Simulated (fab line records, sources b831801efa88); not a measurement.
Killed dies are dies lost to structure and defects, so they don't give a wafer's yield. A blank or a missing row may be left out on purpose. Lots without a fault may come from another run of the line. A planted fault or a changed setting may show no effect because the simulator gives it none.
Which tool did it? | flow gf180mcu | 14 lots, 42 wafers sampled, at 5 steps of a route of 602

WHAT THE GAUGES READ, wafer by wafer
GF_HV_LDD_CD_MEAS_19: target cd 400 nm. Usual: cd_nm 399.6 nm, standard deviation 2.3.
lot  | measured     | on        | cd_nm (nm)        | flag
L758 | day 10 17:08 | cd_sem-02 | 393.0 393.4 395.4 |
L760 | day 11 08:25 | cd_sem-02 | 399.7 397.7 398.2 |
L761 | day 11 17:07 | cd_sem-01 | 399.9 401.2 400.8 |
L762 | day 12 00:18 | cd_sem-01 | 401.1 397.5 399.3 |
L763 | day 12 08:59 | cd_sem-02 | 402.4 403.9 398.9 |
L764 | day 12 18:17 | cd_sem-02 | 398.3 395.3 397.1 |
L765 | day 13 01:07 | cd_sem-02 | 398.5 399.0 397.5 |
L767 | day 13 15:05 | cd_sem-01 | 398.5 400.5 400.8 |
L770 | day 14 18:48 | cd_sem-01 | 398.2 395.6 398.9 |
L771 | day 14 23:40 | cd_sem-01 | 400.3 398.4 398.7 |
L778 | day 17 03:45 | cd_sem-01 | 402.9 402.7 404.2 |
L779 | day 17 11:19 | cd_sem-02 | 398.3 397.5 398.3 |
L780 | day 17 17:55 | cd_sem-02 | 396.9 397.4 397.5 |
L781 | day 17 23:31 | cd_sem-01 | 398.7 400.5 401.2 |

GF_HV_LDD_OVL_MEAS_47. Usual: HV_LDD_03_OVL -0.7 nm, standard deviation 1.3.
lot  | measured     | on         | HV_LDD_03_OVL (nm) | flag
L758 | day 12 08:04 | overlay-02 | -0.9 -3.0 -1.8     |
L760 | day 13 00:09 | overlay-01 | -0.5 -0.2 -0.5     |
L761 | day 13 09:11 | overlay-01 | -2.4 -2.4 -2.2     |
L762 | day 13 16:52 | overlay-01 | -2.0 0.9 0.1       |
L763 | day 14 03:16 | overlay-01 | -0.6 -1.0 -0.8     |
L764 | day 14 12:23 | overlay-01 | -0.7 -3.8 0.4      |
L765 | day 14 20:16 | overlay-02 | 0.4 2.1 2.1        |
L767 | day 15 10:26 | overlay-02 | -0.2 -1.6 -1.2     |
L770 | day 16 15:52 | overlay-01 | -0.1 -0.9 -1.2     |
L771 | day 16 20:38 | overlay-01 | -1.5 -2.3 -1.2     |
L778 | day 19 04:44 | overlay-01 | -0.2 -1.1 -0.3     |
L779 | day 19 12:20 | overlay-02 | -2.0 -2.3 -2.0     |
L780 | day 19 18:15 | overlay-02 | -0.7 0.1 -0.9      |
L781 | day 20 01:01 | overlay-01 | 0.0 -0.2 -0.3      |

GF_HV_LDD_TW_MEAS_50. Usual: HV_LDD_4_TW 571, standard deviation 3.7.
lot  | measured     | on            | HV_LDD_4_TW | flag
L758 | day 12 08:21 | film_metro-01 | 574 573 573 |
L760 | day 13 00:26 | film_metro-01 | 573 572 573 |
L761 | day 13 09:28 | film_metro-03 | 564 567 567 |
L762 | day 13 17:08 | film_metro-01 | 571 576 571 |
L763 | day 14 03:34 | film_metro-01 | 576 579 574 |
L764 | day 14 12:41 | film_metro-04 | 565 567 568 |
L765 | day 14 20:33 | film_metro-04 | 565 570 570 |
L767 | day 15 10:44 | film_metro-01 | 577 574 576 |
L770 | day 16 16:10 | film_metro-04 | 569 568 569 |
L771 | day 16 20:56 | film_metro-03 | 566 570 567 |
L778 | day 19 05:02 | film_metro-04 | 568 568 567 |
L779 | day 19 12:37 | film_metro-04 | 532 533 534 | OFF
L780 | day 19 18:32 | film_metro-03 | 571 570 572 |
L781 | day 20 01:19 | film_metro-01 | 535 533 531 | OFF

GF_NSD_CD_MEAS_07: target cd 400 nm. Usual: cd_nm 399.5 nm, standard deviation 2.7.
lot  | measured     | on        | cd_nm (nm)        | flag
L758 | day 13 06:52 | cd_sem-01 | 397.5 396.1 398.3 |
L760 | day 13 23:05 | cd_sem-01 | 400.3 399.9 400.2 |
L761 | day 14 09:19 | cd_sem-02 | 398.4 398.8 397.2 |
L762 | day 14 16:58 | cd_sem-01 | 400.8 397.3 398.6 |
L763 | day 15 03:33 | cd_sem-02 | 403.6 404.7 401.3 |
L764 | day 15 12:47 | cd_sem-02 | 401.9 401.0 398.8 |
L765 | day 15 21:58 | cd_sem-02 | 400.1 401.0 398.8 |
L767 | day 16 12:07 | cd_sem-01 | 400.1 396.7 398.4 |
L770 | day 17 19:25 | cd_sem-02 | 403.9 402.8 402.0 |
L771 | day 17 22:43 | cd_sem-01 | 402.3 400.5 400.4 |
L778 | day 20 08:05 | cd_sem-02 | 396.2 396.4 396.5 |
L779 | day 20 15:46 | cd_sem-02 | 400.2 399.9 399.6 |
L780 | day 20 21:44 | cd_sem-02 | 397.6 401.0 399.9 |
L781 | day 21 03:20 | cd_sem-02 | 405.0 403.3 404.2 |

WHICH TOOL RAN EACH LOT (tool, then ch and the chambers of the sampled wafers, then the start)
lot  | GF_HV_LDD_IMPLANT_48
L758 | implanter-01 ch 0, day 12 08:06
L760 | implanter-03 ch 0, day 13 00:12
L761 | implanter-03 ch 0, day 13 09:13
L762 | implanter-01 ch 0, day 13 16:53
L763 | implanter-04 ch 0, day 14 03:21
L764 | implanter-03 ch 0, day 14 12:26
L765 | implanter-01 ch 0, day 14 20:19
L767 | implanter-01 ch 0, day 15 10:29
L770 | implanter-04 ch 0, day 16 15:55
L771 | implanter-04 ch 0, day 16 20:41
L778 | implanter-03 ch 0, day 19 04:47
L779 | implanter-01 ch 0, day 19 12:23
L780 | implanter-03 ch 0, day 19 18:18
L781 | implanter-01 ch 0, day 20 01:04
- GF_HV_LDD_IMPLANT_48

WHAT THE TOOLS THEMSELVES READ (means of the sampled wafers that have a number; where no wafer has one, the mark that the record gives instead)
GF_HV_LDD_IMPLANT_48. Usual: beam_energy_keV 25.001, standard deviation 0.0082; dose_ions_cm2 2.999e+13, standard deviation 3.4e+10; end_station_pressure_torr 5.17e-06 Torr, standard deviation 2.9e-07.
lot  | tool         | beam_energy_keV | dose_ions_cm2 | end_station_pressure_torr (Torr) | flag
L758 | implanter-01 | 24.997          | 2.998e+13     | 5.17e-06                         |
L760 | implanter-03 | 24.999          | 2.995e+13     | 5.12e-06                         |
L761 | implanter-03 | 25.002          | 3.001e+13     | 4.72e-06                         |
L762 | implanter-01 | 24.996          | 2.996e+13     | 5.01e-06                         |
L763 | implanter-04 | 25.004          | 3.000e+13     | 5.00e-06                         |
L764 | implanter-03 | 25.001          | 3.001e+13     | 5.05e-06                         |
L765 | implanter-01 | 24.992          | 3.003e+13     | 5.22e-06                         |
L767 | implanter-01 | 25.010          | 3.001e+13     | 5.08e-06                         |
L770 | implanter-04 | 24.992          | 2.996e+13     | 5.21e-06                         |
L771 | implanter-04 | 25.005          | 3.000e+13     | 5.41e-06                         |
L778 | implanter-03 | 25.003          | 2.996e+13     | 4.99e-06                         |
L779 | implanter-01 | 18.431          | 2.998e+13     | 4.93e-06                         | OFF
L780 | implanter-03 | 24.994          | 3.000e+13     | 5.19e-06                         |
L781 | implanter-01 | 18.454          | 2.999e+13     | 5.31e-06                         | OFF

THE ANSWER, worked out from the rows above alone
Rule: a lot is off if the mean of its wafers that have a number lies more than 3 standard deviations from the usual mean. A lot without any number at a reading at which 4 lots or more have one is off too. The other lots that the step has rows for count as sound. The gauges are gone through in route order, then the tools' own readings, and for those a lot's mean is taken as printed above. The first step at which some lot is off is used, and at that step the reading that is off furthest; a lot without a number counts as furthest.
Off: L779, L781, at GF_HV_LDD_TW_MEAS_50 (HV_LDD_4_TW).
A tool fits if, at a process step before that reading, it ran every lot that is off, and no sound lot after the first of them. The gauges at GF_HV_LDD_TW_MEAS_50 aren't tried: what is off there is off at GF_HV_LDD_IMPLANT_48 too, on other tools, and a gauge's error can't cause that. One fits: implanter-01 at GF_HV_LDD_IMPLANT_48. Its last sound lot is L767 (day 15 10:29), its first lot that is off L779 (day 19 12:23): a fault that began between those two fits.
The tool's own readings at GF_HV_LDD_IMPLANT_48 bear it out: on the lots that are off they differ by more than 5 times the standard deviation of the sound lots' means. beam_energy_keV reads 18.443 there against 25.000 on the sound lots.

WHAT THE SIMULATOR HAD PUT IN
Process parameter drift: implanter-01, from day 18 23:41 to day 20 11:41, at GF_HV_LDD_IMPLANT_48. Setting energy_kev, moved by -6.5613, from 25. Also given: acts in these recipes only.
Lots struck among those shown: L779, L781. The rule above found the same.
